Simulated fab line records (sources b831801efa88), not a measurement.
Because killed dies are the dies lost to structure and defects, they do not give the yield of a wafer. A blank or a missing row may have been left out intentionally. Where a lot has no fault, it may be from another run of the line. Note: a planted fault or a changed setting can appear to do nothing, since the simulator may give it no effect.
A lot that was struck, set against a sound lot	flow sky130	29 steps out of a route of 708
Sound: these wafers, L332.1, L332.5, L332.6. Struck: wafers L339.3, L339.5, L339.6. The cause is given at the end.
For every step that has rows: the tool of each side, followed by ch and its chambers, followed by its first start. Under that, the readings that differ: sound wafers	struck wafers	difference of the means	sigmas: that difference in standard deviations of wafers without a fault.
alike: readings whose means differ by less than 2 such deviations, and words and numbers that are the same on both sides. not compared: withheld readings, readings that some wafer has no value for, bounds like >300 that may hide the same value, and numbers for which the record gives no deviation and whose values overlap.
The two part at a step that has a row with sigmas, a row that says differs or no value, or rows on one side only. Numbers that have no deviation but don't overlap get no sigmas and don't part them. Lack of a reading on every wafer of one side parts them only where that side has two or more wafers.

SKY_POLY_GATE_CD_MEAS_13: target cd 150 nm.
  sound on cd_sem-01, day 21 03:46; struck on cd_sem-02, day 23 00:16
reading	sound	struck	difference	sigmas
cd_nm (nm)	151.6 151.9 150.9	148.0 148.2 147.5	-3.6	-3
SKY_POLY_GATE_OVL_MEAS_14:
  sound on overlay-02, day 21 03:53; struck on overlay-01, day 23 00:21
  alike: POLY_GATE_OVL
SKY_POLY_GATE_ETCH_15: etches BARC in N2/H2, stops on SiO2, time 118.5 s, target depth 110 nm.
  sound on rie_diel-03 ch 2,3, day 21 03:55; struck on rie_diel-01 ch 0,2,3, day 23 00:23
  alike: drypump_motor_current_A, oes_product_au, throttle_valve_pct
  not compared: rf_hours_counter_h
SKY_POLY_GATE_ETCH_16: etches Si3N4 in CH3F/O2, stops on poly-Si, time 147.5 s, target depth 75 nm.
  sound on rie_diel-03 ch 2,3, day 21 04:00; struck on rie_diel-01 ch 0,2,3, day 23 00:28
  alike: drypump_motor_current_A, oes_product_au, throttle_valve_pct
  not compared: rf_hours_counter_h
SKY_POLY_GATE_ETCH_17: etches poly-Si in HBr/Cl2, stops on SiO2, target depth 180 nm, time 70.5 s.
  sound on rie_si-02 ch 2,3, day 21 04:06; struck on rie_si-01 ch 0,1,3, day 23 00:34
reading	sound	struck	difference	sigmas
mfc_cl2_sccm (sccm)	50.20 50.15 50.16	49.83 49.82 49.62	-0.41	-3
  alike: drypump_motor_current_A, oes_product_au, throttle_valve_pct
  not compared: rf_hours_counter_h
SKY_POLY_GATE_STRIP_18: strips in O2/N2.
  sound on plasma_asher-04 ch 0,1, day 21 04:09; struck on plasma_asher-02 ch 0,1, day 23 00:39
  alike: drypump_motor_current_A, oes_product_au, strip_time_to_endpoint_s
  not compared: rf_hours_counter_h
then, 2 steps without rows for these wafers: SKY_POLY_GATE_CLEAN_19 (cleans in SC1/SC2, time 150 s); SKY_POLY_GATE_OXIDATION_20 (stabilise 600 s, purge 300 s, target thk 4 nm).
SKY_POLY_GATE_THK_MEAS_21:
  sound on film_metro-02, day 21 05:33; struck on film_metro-01, day 23 02:02
  alike: POLY_GATE_OXIDATION_THK
SKY_POLY_GATE_CD_MEAS_22:
  sound on cd_sem-02, day 21 05:37; struck on cd_sem-01, day 23 02:08
reading	sound	struck	difference	sigmas
cd_nm (nm)	154.1 151.6 153.1	147.0 148.8 146.2	-5.6	-3
then, 2 steps without rows for these wafers: SKY_LDD_N_DEHYDRATE_00 (time 60 s); SKY_LDD_N_HMDS_01 (prime time 60 s).
SKY_LDD_N_COAT_02: resist thk 300 nm.
  sound on litho_track-04 ch 0, day 21 21:05; struck on litho_track-04 ch 0, day 23 17:05
reading	sound	struck	difference	sigmas
chill_plate_temp_C (C)	23.25 23.11 23.13	22.80 22.94 23.07	-0.23	-2
model.NOVOLAK_of_LDD_N_COAT_02.thk_nm (nm)	299.6 298.9 298.8	294.7 295.6 295.6	-3.8	
  alike: dispense_pressure_kPa
then, 3 steps without rows for these wafers: SKY_LDD_N_SOFTBAKE_03 (time 60 s); SKY_LDD_N_EXPOSE_04 (exposes mask NTM, target cd 840 nm); SKY_LDD_N_PEB_05.
SKY_LDD_N_DEVELOP_06: develop time 60 s.
  sound on litho_track-02 ch 0, day 22 11:40; struck on litho_track-01 ch 0, day 24 07:16
reading	sound	struck	difference	sigmas
model.NOVOLAK_of_LDD_N_COAT_02.thk_nm (nm)	298.7 298 297.8	293.8 294.6 294.6	-3.8	
  alike: chill_plate_temp_C
SKY_LDD_N_OVL_MEAS_07:
  sound on overlay-01, day 22 11:49; struck on overlay-02, day 24 07:23
  alike: LDD_N_OVL
then, 8 steps without rows for these wafers: SKY_LDD_N_IMPLANT_08; SKY_LDD_N_IMPLANT_09; SKY_LDD_N_IMPLANT_10; SKY_LDD_N_IMPLANT_11; SKY_LDD_N_IMPLANT_12; SKY_LDD_N_IMPLANT_13; SKY_LDD_N_IMPLANT_14; SKY_LDD_N_IMPLANT_15.
SKY_LDD_N_STRIP_16: strips in O2/N2.
  sound on plasma_asher-04 ch 0,1, day 22 13:02; struck on plasma_asher-01 ch 0,1, day 24 08:38
reading	sound	struck	difference	sigmas
strip_time_to_endpoint_s (s)	4.304 4.301 4.297	4.251 4.237 4.256	-0.053	-3
  alike: drypump_motor_current_A, oes_product_au
  not compared: rf_hours_counter_h
SKY_LDD_N_TW_MEAS_17:
  sound on film_metro-04, day 22 13:08; struck on film_metro-02, day 24 08:43
  alike: LDD_N_TW
-- the record jumps here: 26 days lie between the struck wafers' starts before and after (it left off in module LDD_N and takes up again in module PAD_OPEN, whose first step shown is number 708 of the route) --
SKY_PAD_OPEN_PROBE_99:
  rows exist in the record for the struck wafers here (prober-02, day 50 13:20), but not for the sound ones

WHERE THEY PART
Last at SKY_PAD_OPEN_PROBE_99 as far as this record goes, first at SKY_POLY_GATE_CD_MEAS_13.

WHY: what had been put in by the simulator
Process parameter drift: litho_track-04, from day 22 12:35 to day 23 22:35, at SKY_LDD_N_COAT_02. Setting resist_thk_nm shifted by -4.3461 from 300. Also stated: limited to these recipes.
